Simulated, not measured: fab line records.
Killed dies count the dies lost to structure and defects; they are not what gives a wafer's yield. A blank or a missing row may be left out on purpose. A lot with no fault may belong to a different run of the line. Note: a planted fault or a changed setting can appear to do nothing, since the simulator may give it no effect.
Which tool is to blame? + flow sky130 + Sampling: 12 lots, 35 wafers, 5 of 708 route steps

== WHAT THE GAUGES SHOWED, per wafer ==
SKY_SD_N_TW_MEAS_12. Usual: SD_N_TW typically reads 3990, with standard deviation 18.
| lot  | measured     | on            | SD_N_TW        | flag |
|------|--------------|---------------|----------------|------|
| L469 | day 28 17:49 | film-metro-03 | 3978 3970 3988 |      |
| L471 | day 29 07:35 | film-metro-04 | 3986 3963 3978 |      |
| L473 | day 30 07:53 | film-metro-03 | 4020 4039 4023 |      |
| L474 | day 30 21:36 | film-metro-03 | 3997 3992 3991 |      |
| L476 | day 31 08:46 | film-metro-02 | 4002 3993 3982 |      |
| L477 | day 31 18:40 | film-metro-02 | 3985 4003 3984 |      |
| L478 | day 32 00:26 | film-metro-03 | 3993 4004 4007 |      |
| L479 | day 32 10:16 | film-metro-04 | 4008 4000      |      |
| L487 | day 35 07:55 | film-metro-02 | 3968 3974 3973 |      |
| L488 | day 35 16:37 | film-metro-03 | 4018 3984 4001 |      |
| L489 | day 35 17:16 | film-metro-02 | 3971 3995 3948 |      |
| L490 | day 36 03:52 | film-metro-02 | 4008 3975 3991 |      |

SKY_SD_N_RS_MEAS_18: the measuring method here is four-point-probe. Usual: RES_XHIGH_RS typically reads 333.2 ohm/sq, with standard deviation 1.1.
| lot  | measured     | on            | RES_XHIGH_RS (ohm/sq) | flag |
|------|--------------|---------------|-----------------------|------|
| L469 | day 28 18:21 | film-metro-04 | 334.5 334.1 333.8     |      |
| L471 | day 29 08:07 | film-metro-03 | 332.4 334.3 334.5     |      |
| L473 | day 30 08:25 | film-metro-02 | 335.1 334.9 336.4     |      |
| L474 | day 30 22:10 | film-metro-02 | 333.4 332.6 333.9     |      |
| L476 | day 31 09:17 | film-metro-04 | 332.7 332.5 331.6     |      |
| L477 | day 31 19:23 | film-metro-02 | 333.3 333.8 333.7     |      |
| L478 | day 32 00:58 | film-metro-03 | 332.1 332.4 333.1     |      |
| L479 | day 32 10:48 | film-metro-02 | 333.1 333.6           |      |
| L487 | day 35 08:26 | film-metro-02 | 334.1 334.5 334.4     |      |
| L488 | day 35 17:08 | film-metro-03 | 331.8 332.9 332.3     |      |
| L489 | day 35 17:51 | film-metro-02 | 333.9 332.8 334.5     |      |
| L490 | day 36 04:25 | film-metro-04 | 331.6 331.3 331.9     |      |

SKY_LI_CONTACT_RS_MEAS_22: the measuring method here is four-point-probe. Usual: LI_CONTACT_W_RS typically reads 0.283 ohm/sq, with standard deviation 0.0046.
| lot  | measured     | on            | LI_CONTACT_W_RS (ohm/sq)            | flag |
|------|--------------|---------------|-------------------------------------|------|
| L469 | day 29 23:57 | film-metro-04 | 0.285 0.278 0.278                   |      |
| L471 | day 30 13:49 | film-metro-02 | 0.281 0.278 0.287                   |      |
| L473 | day 31 13:39 | film-metro-04 | 0.286 0.288 0.288                   |      |
| L474 | day 32 03:01 | film-metro-03 | 0.278 0.279 0.281                   |      |
| L476 | day 32 14:24 | film-metro-03 | 0.286 0.280 0.282                   |      |
| L477 | day 33 01:34 | film-metro-02 | 0.279 0.190 0.287 0.279 0.191 0.287 | OFF  |
| L478 | day 33 05:36 | film-metro-03 | 0.272 0.190 0.285 0.272 0.191 0.286 | OFF  |
| L479 | day 33 15:48 | film-metro-02 | 0.272 0.196 0.272 0.196             | OFF  |
| L487 | day 36 12:44 | film-metro-04 | 0.282 0.288 0.284                   |      |
| L488 | day 36 21:21 | film-metro-02 | 0.286 0.279 0.283                   |      |
| L489 | day 36 22:00 | film-metro-04 | 0.278 0.277 0.289                   |      |
| L490 | day 37 08:44 | film-metro-02 | 0.289 0.285 0.282                   |      |

== TOOL THAT RAN EACH LOT (tool first, then ch and the chambers of the sampled wafers, then the start) ==
| lot  | SKY_LI_CONTACT_SPUTTER_19    | SKY_LI_CONTACT_CVD_21         |
|------|------------------------------|-------------------------------|
| L469 | pvd-sputter-03, day 29 23:41 | cvd-w-02 ch 0,1, day 29 23:50 |
| L471 | pvd-sputter-04, day 30 13:32 | cvd-w-02 ch 0,1, day 30 13:41 |
| L473 | pvd-sputter-03, day 31 13:14 | cvd-w-02 ch 0, day 31 13:25   |
| L474 | pvd-sputter-03, day 32 02:41 | cvd-w-01 ch 0,1, day 32 02:52 |
| L476 | pvd-sputter-04, day 32 14:08 | cvd-w-01 ch 0,1, day 32 14:16 |
| L477 | pvd-sputter-04, day 33 01:18 | cvd-w-02 ch 0,1, day 33 01:26 |
| L478 | pvd-sputter-03, day 33 05:20 | cvd-w-02 ch 0,1, day 33 05:28 |
| L479 | pvd-sputter-04, day 33 15:32 | cvd-w-02 ch 0,1, day 33 15:40 |
| L487 | pvd-sputter-04, day 36 12:29 | cvd-w-01 ch 0,1, day 36 12:37 |
| L488 | pvd-sputter-03, day 36 21:05 | cvd-w-01 ch 0,1, day 36 21:14 |
| L489 | pvd-sputter-04, day 36 21:44 | cvd-w-02 ch 0,1, day 36 21:53 |
| L490 | pvd-sputter-02, day 37 08:24 | cvd-w-01 ch 0,1, day 37 08:35 |
- SKY_LI_CONTACT_SPUTTER_19: material Ti, target thk 20 nm, time 106.37 s.
- SKY_LI_CONTACT_CVD_21: deposits W, target thk 400 nm, time 120.56 s.

== WHAT THE TOOLS THEMSELVES READ (means of the sampled wafers that have a number; where no wafer has one, the mark that the record gives instead) ==
SKY_LI_CONTACT_SPUTTER_19. Usual: throttle-valve-pct 29.8 %, standard deviation 0.8.
| lot  | tool           | throttle-valve-pct (%) | flag |
|------|----------------|------------------------|------|
| L469 | pvd-sputter-03 | 30.5                   |      |
| L471 | pvd-sputter-04 | 29.5                   |      |
| L473 | pvd-sputter-03 | 30.3                   |      |
| L474 | pvd-sputter-03 | 30.4                   |      |
| L476 | pvd-sputter-04 | 30.2                   |      |
| L477 | pvd-sputter-04 | 29.9                   |      |
| L478 | pvd-sputter-03 | 30.5                   |      |
| L479 | pvd-sputter-04 | 30.0                   |      |
| L487 | pvd-sputter-04 | 29.1                   |      |
| L488 | pvd-sputter-03 | 30.4                   |      |
| L489 | pvd-sputter-04 | 29.8                   |      |
| L490 | pvd-sputter-02 | 28.4                   |      |

SKY_LI_CONTACT_CVD_21. Usual: heater-power-w 826 W, standard deviation 87.
| lot  | tool     | heater-power-w (W) | flag |
|------|----------|--------------------|------|
| L469 | cvd-w-02 | 782                |      |
| L471 | cvd-w-02 | 788                |      |
| L473 | cvd-w-02 | 877                |      |
| L474 | cvd-w-01 | 879                |      |
| L476 | cvd-w-01 | 872                |      |
| L477 | cvd-w-02 | 786                |      |
| L478 | cvd-w-02 | 779                |      |
| L479 | cvd-w-02 | 812                |      |
| L487 | cvd-w-01 | 893                |      |
| L488 | cvd-w-01 | 821                |      |
| L489 | cvd-w-02 | 787                |      |
| L490 | cvd-w-01 | 807                |      |

== THE ANSWER, worked out from the rows above alone ==
Rule: lot off if the mean of its wafers having a number is beyond 3 standard deviations from the usual mean. Also off: a lot with no number at a reading for which 4 or more lots have one. Any other lot the step has rows for is counted as sound. First the gauges in route order, then the tools' own readings, where a lot's mean is used as printed above. At the first step where some lot is off, the reading lying furthest off is the one used; lots without a number count as furthest.
Off: L477, L478, L479, seen at SKY_LI_CONTACT_RS_MEAS_22 (LI_CONTACT_W_RS).
A tool fits if, at a process step before that reading, it ran every lot that is off, and no sound lot after the first of them. Gauges at SKY_LI_CONTACT_RS_MEAS_22: tried the same way as those tools. Not one of the candidates tried fits.

== WHAT HAD BEEN PUT IN BY THE SIMULATOR ==
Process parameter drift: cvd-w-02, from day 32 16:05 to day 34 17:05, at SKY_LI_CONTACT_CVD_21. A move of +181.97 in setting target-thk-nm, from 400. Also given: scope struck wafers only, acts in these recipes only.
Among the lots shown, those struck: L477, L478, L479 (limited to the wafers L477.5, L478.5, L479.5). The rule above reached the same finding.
